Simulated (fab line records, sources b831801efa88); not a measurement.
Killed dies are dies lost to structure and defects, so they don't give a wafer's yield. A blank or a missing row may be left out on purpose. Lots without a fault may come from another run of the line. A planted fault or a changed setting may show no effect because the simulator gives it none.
Chamber matching | flow gf180mcu | GF_V2_CVD_02 on pecvd-01: 3 sister chambers
The step deposits SiO2 from TEOS, target thk 850 nm, time 94.851 s. 6 wafers are shown with their chamber, then 10 later ones without.

WAFERS WITH THEIR CHAMBER
wafer  | chamber | heater_power_w (W)
L076.6 | 0       | 654
L084.5 | 1       | 615
L085.4 | 1       | 526
L085.5 | 0       | 662
L087.2 | 2       | 913
L087.4 | 2       | 961

WAFERS WITHOUT THEIR CHAMBER
wafer  | heater_power_w (W)
L087.5 | 616
L093.1 | 628
L093.4 | 642
L093.6 | 637
L097.1 | 931
L097.2 | 610
L097.3 | 557
L097.4 | 614
L097.5 | 653
L097.6 | 1007

WHICH CHAMBER EACH WENT THROUGH
wafer  | from the rows above     | in truth
L087.5 | can't be placed: 0 or 1 | 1
L093.1 | can't be placed: 0 or 1 | 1
L093.4 | can't be placed: 0 or 1 | 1
L093.6 | can't be placed: 0 or 1 | 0
L097.1 | 2                       | 2
L097.2 | can't be placed: 1 or 0 | 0
L097.3 | 1                       | 1
L097.4 | can't be placed: 1 or 0 | 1
L097.5 | can't be placed: 0 or 1 | 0
L097.6 | 2                       | 2
Placed correctly: 3 of 10. Can't be placed from these rows: 7 (the true chamber is among the candidates in 7). Placed wrongly: 0.
How it was worked out, from the rows above alone: a wafer's distance from a chamber is the root of the sum, over the readings, of the square of ((its reading less the chamber's mean) divided by the reading's scatter). The wafer belongs to the nearest chamber; if the next one is less than 2 further off, it can't be placed. A chamber's mean is the mean of its shown wafers. The scatter: the root of (the sum of the squares of (reading less its chamber's mean) over the shown wafers, divided by (wafers less chambers)).
